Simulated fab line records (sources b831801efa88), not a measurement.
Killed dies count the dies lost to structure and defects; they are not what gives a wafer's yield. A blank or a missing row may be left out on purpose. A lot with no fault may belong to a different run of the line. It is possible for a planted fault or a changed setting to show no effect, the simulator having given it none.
Which tool is to blame? | flow gf180mcu | Sampling: 15 lots, 45 wafers, 5 of 602 route steps

## WHAT THE GAUGES READ, wafer by wafer
GF_M1_OVL_MEAS_15. Usual: M1_OVL typically reads 4 nm, with standard deviation 5.
lot  | measured     | on         | M1_OVL (nm) | flag
L773 | day 17 08:37 | overlay-01 | 1 8 -2      |
L774 | day 17 16:04 | overlay-02 | 3 8 8       |
L775 | day 18 05:55 | overlay-02 | 7 -2 -3     |
L776 | day 18 06:13 | overlay-01 | 4 6 5       |
L777 | day 18 16:37 | overlay-02 | 4 4 6       |
L779 | day 19 10:04 | overlay-02 | -1 -1 0     |
L782 | day 20 09:39 | overlay-02 | 2 -3 9      |
L783 | day 20 17:54 | overlay-01 | 0 -1 2      |
L784 | day 21 03:04 | overlay-01 | -5 -8 -5    |
L787 | day 22 09:07 | overlay-02 | 1 1 1       |
L788 | day 22 16:52 | overlay-02 | -2 3 -5     |
L789 | day 23 07:01 | overlay-01 | 3 18 9      |
L790 | day 23 09:34 | overlay-01 | 3 -5 -2     |
L795 | day 24 16:39 | overlay-01 | 10 2 2      |
L796 | day 24 22:52 | overlay-02 | 6 7 3       |

GF_V1_RS_MEAS_24: measures by four-point-probe. Usual: V1_W_RS typically reads 0.329 ohm/sq, with standard deviation 0.0034.
lot  | measured     | on            | V1_W_RS (ohm/sq)     | flag
L773 | day 18 10:49 | film_metro-02 | 0.327 0.326 0.327    |
L774 | day 18 18:13 | film_metro-02 | 0.329 0.332 0.331    |
L775 | day 19 07:55 | film_metro-03 | 0.331 0.332 0.333    |
L776 | day 19 08:28 | film_metro-04 | 0.327 0.331 0.329    |
L777 | day 19 19:10 | film_metro-02 | 0.327 0.333 0.327    |
L779 | day 20 12:38 | film_metro-03 | 0.334 0.333 0.332    |
L782 | day 21 11:57 | film_metro-02 | 0.335 0.330 0.332    |
L783 | day 21 20:11 | film_metro-04 | 0.329 0.329 0.326    |
L784 | day 22 05:04 | film_metro-04 | 0.327 0.329 0.330    |
L787 | day 23 11:22 | film_metro-03 | 44.325 44.048 44.617 | OFF
L788 | day 23 17:44 | film_metro-04 | 43.046 43.516 43.074 | OFF
L789 | day 24 06:47 | film_metro-02 | 43.810 43.964 44.135 | OFF
L790 | day 24 09:59 | film_metro-04 | 0.325 0.324 0.325    |
L795 | day 25 16:32 | film_metro-04 | 0.329 0.326 0.323    |
L796 | day 25 21:43 | film_metro-03 | 0.329 0.331 0.331    |

GF_V1_THK_MEAS_25: measures by xrf. Usual: V1_W_THK typically reads 349 nm, with standard deviation 4.7.
lot  | measured     | on            | V1_W_THK (nm) | flag
L773 | day 18 10:55 | film_metro-02 | 349 351 348   |
L774 | day 18 18:20 | film_metro-02 | 348 342 347   |
L775 | day 19 08:02 | film_metro-03 | 345 347 343   |
L776 | day 19 08:34 | film_metro-04 | 356 351 352   |
L777 | day 19 19:17 | film_metro-02 | 349 344 349   |
L779 | day 20 12:46 | film_metro-03 | 340 341 346   |
L782 | day 21 12:04 | film_metro-02 | 340 347 346   |
L783 | day 21 20:18 | film_metro-04 | 354 352 358   |
L784 | day 22 05:11 | film_metro-04 | 355 353 350   |
L787 | day 23 11:28 | film_metro-03 | <0 <0 <0      | OFF
L788 | day 23 17:51 | film_metro-04 | - - <0        | OFF
L789 | day 24 06:55 | film_metro-02 | <0 <0 <0      | OFF
L790 | day 24 10:05 | film_metro-04 | 359 359 360   |
L795 | day 25 16:40 | film_metro-04 | 354 357 359   |
L796 | day 25 21:49 | film_metro-03 | 349 346 347   |

## EACH LOT AND THE TOOL THAT RAN IT (in order: tool; ch and the chambers of the sampled wafers; start)
lot  | GF_V1_STRIP_18                       | GF_V1_CVD_23
L773 | plasma_asher-02 ch 0,1, day 18 10:04 | cvd_w-02 ch 0,1, day 18 10:43
L774 | plasma_asher-01 ch 0,1, day 18 17:26 | cvd_w-02 ch 0, day 18 18:05
L775 | plasma_asher-04 ch 0,1, day 19 07:10 | cvd_w-01 ch 0,1, day 19 07:48
L776 | plasma_asher-02 ch 0,1, day 19 07:43 | cvd_w-02 ch 0,1, day 19 08:21
L777 | plasma_asher-02 ch 0,1, day 19 18:24 | cvd_w-01 ch 0, day 19 19:02
L779 | plasma_asher-04 ch 0,1, day 20 11:54 | cvd_w-01 ch 1, day 20 12:32
L782 | plasma_asher-04 ch 0,1, day 21 11:11 | cvd_w-02 ch 0,1, day 21 11:50
L783 | plasma_asher-02 ch 0,1, day 21 19:26 | cvd_w-02 ch 0,1, day 21 20:04
L784 | plasma_asher-01 ch 0,1, day 22 03:49 | cvd_w-01 ch 0, day 22 04:57
L787 | plasma_asher-04 ch 0,1, day 23 10:19 | cvd_w-02 ch 0,1, day 23 11:13
L788 | plasma_asher-02 ch 1, day 23 15:40   | cvd_w-02 ch 0, day 23 17:31
L789 | plasma_asher-04 ch 0,1, day 24 06:02 | cvd_w-02 ch 0,1, day 24 06:41
L790 | plasma_asher-01 ch 0,1, day 24 09:14 | cvd_w-02 ch 0,1, day 24 09:52
L795 | plasma_asher-01 ch 0,1, day 25 15:44 | cvd_w-02 ch 0,1, day 25 16:25
L796 | plasma_asher-01 ch 0,1, day 25 20:56 | cvd_w-01 ch 0,1, day 25 21:37
- GF_V1_STRIP_18: strips in O2/N2.
- GF_V1_CVD_23: deposits W, target thk 350 nm, time 105.05 s.

## AS READ BY THE TOOLS THEMSELVES (means over the sampled wafers that have a number; for cases with no such wafer, the mark the record gives instead)
GF_V1_STRIP_18. Usual: drypump_motor_current_A 5.7 A, standard deviation 0.52; heater_power_w 306 W, standard deviation 19; n2_flow_sccm 300.0 sccm, standard deviation 0.87; oes_product_au 0.593 a.u., standard deviation 0.0052.
lot  | tool            | drypump_motor_current_A (A) | heater_power_w (W) | n2_flow_sccm (sccm) | oes_product_au (a.u.) | flag
L773 | plasma_asher-02 | 5.5                         | 304                | 300.9               | 0.589                 |
L774 | plasma_asher-01 | 5.7                         | 327                | 301.2               | 0.597                 |
L775 | plasma_asher-04 | 5.4                         | 284                | 299.2               | 0.596                 |
L776 | plasma_asher-02 | 5.6                         | 310                | 300.2               | 0.592                 |
L777 | plasma_asher-02 | 5.5                         | 309                | 299.2               | 0.594                 |
L779 | plasma_asher-04 | 5.6                         | 282                | 300.5               | 0.599                 |
L782 | plasma_asher-04 | 5.7                         | 283                | 299.7               | 0.595                 |
L783 | plasma_asher-02 | 5.6                         | 308                | 300.1               | 0.598                 |
L784 | plasma_asher-01 | 6.1                         | 326                | 300.4               | 0.589                 |
L787 | plasma_asher-04 | 5.4                         | 280                | 299.8               | 0.594                 |
L788 | plasma_asher-02 | 5.7                         | 313                | 299.6               | 0.593                 |
L789 | plasma_asher-04 | 5.4                         | 279                | 300.8               | 0.595                 |
L790 | plasma_asher-01 | 6.1                         | 325                | 299.4               | 0.590                 |
L795 | plasma_asher-01 | 6.1                         | 322                | 300.2               | 0.592                 |
L796 | plasma_asher-01 | 6.1                         | 330                | 299.4               | 0.598                 |

GF_V1_CVD_23. Usual: chamber_pressure_Torr 40.00 Torr, standard deviation 0.1; heater_power_outer_w 557 W, standard deviation 40; heater_power_w 887 W, standard deviation 62.
lot  | tool     | chamber_pressure_Torr (Torr) | heater_power_outer_w (W) | heater_power_w (W) | flag
L773 | cvd_w-02 | 39.97                        | 572                      | 913                |
L774 | cvd_w-02 | 40.03                        | 530                      | 838                |
L775 | cvd_w-01 | 40.04                        | 559                      | 899                |
L776 | cvd_w-02 | 39.96                        | 533                      | 879                |
L777 | cvd_w-01 | 39.97                        | 593                      | 975                |
L779 | cvd_w-01 | 39.98                        | 504                      | 815                |
L782 | cvd_w-02 | 39.96                        | 547                      | 861                |
L783 | cvd_w-02 | 39.95                        | 552                      | 874                |
L784 | cvd_w-01 | 40.08                        | 600                      | 963                |
L787 | cvd_w-02 | -                            | -                        | -                  | OFF
L788 | cvd_w-02 | -                            | -                        | -                  | OFF
L789 | cvd_w-02 | -                            | -                        | -                  | OFF
L790 | cvd_w-02 | 40.04                        | 556                      | 867                |
L795 | cvd_w-02 | 40.07                        | 556                      | 877                |
L796 | cvd_w-01 | 40.03                        | 568                      | 903                |

## THE ANSWER, worked out from the rows above alone
Rule: lot off if the mean of its wafers having a number is beyond 3 standard deviations from the usual mean. A lot without any number at a reading at which 4 lots or more have one is off too. The other lots that the step has rows for count as sound. First the gauges in route order, then the tools' own readings, where a lot's mean is used as printed above. The first step at which some lot is off is used, and at that step the reading that is off furthest; a lot without a number counts as furthest.
Off: L787, L788, L789, at GF_V1_RS_MEAS_24 (V1_W_RS).
If a tool, at a process step before that reading, ran all the lots that are off and no sound lot after the first of them, it fits. Not tried: the gauges at GF_V1_RS_MEAS_24; whatever is off there is also off at GF_V1_CVD_23, on other tools, and gauge error can't account for it. No candidate that was tried fits.

## WHAT WAS PUT IN BY THE SIMULATOR
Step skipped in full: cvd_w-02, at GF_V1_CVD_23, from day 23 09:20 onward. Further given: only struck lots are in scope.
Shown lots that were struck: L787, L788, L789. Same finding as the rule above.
